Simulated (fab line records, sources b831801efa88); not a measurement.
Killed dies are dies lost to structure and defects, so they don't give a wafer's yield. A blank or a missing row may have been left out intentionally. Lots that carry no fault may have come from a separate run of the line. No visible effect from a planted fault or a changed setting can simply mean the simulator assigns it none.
Matching of chambers ; flow sky130 ; SKY_LI_CONTACT_CMP_02 on cmp-02: 4 sister chambers
The step polishes PSG. 4 wafers are shown with their chamber, then 12 later ones without.

EACH WAFER AND ITS CHAMBER
wafer;chamber;motor_current_A (A)
L085.6;1;12.0
L090.1;0;10.7
L090.2;3;13.2
L090.5;2;11.7

WAFERS WHOSE CHAMBER IS MISSING
wafer;motor_current_A (A)
L089.2;9.9
L089.4;12.5
L089.6;11.0
L094.3;11.7
L094.4;10.4
L094.6;10.2
L096.1;12.7
L096.2;13.0
L096.3;10.4
L097.3;12.3
L097.5;10.0
L097.6;12.4

CHAMBER TAKEN BY EACH
wafer;from the rows above;in truth
L089.2;0;0
L089.4;can't be placed: 1 or 3 or 2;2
L089.6;can't be placed: 0 or 2 or 1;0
L094.3;can't be placed: 2 or 1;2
L094.4;0;0
L094.6;0;0
L096.1;can't be placed: 3 or 1 or 2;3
L096.2;can't be placed: 3 or 1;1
L096.3;0;0
L097.3;can't be placed: 1 or 2 or 3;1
L097.5;0;0
L097.6;can't be placed: 1 or 2 or 3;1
5 of 12 placed correctly. Not placeable from these rows: 7 (in 7, the candidates include the true chamber). 0 placed wrongly.
How it was worked out, from the rows above alone: a wafer's distance from a chamber is the root of the sum, over the readings, of the square of ((its reading less the chamber's mean) divided by the reading's scatter). If the next closest chamber is less than 2 further off than the closest, the wafer can't be placed; otherwise it belongs to the closest. A chamber's mean is the mean of its shown wafers. The scatter (one wafer shown for each chamber): square how far every hidden wafer sits from the nearest shown wafer, average those squares and take the square root.
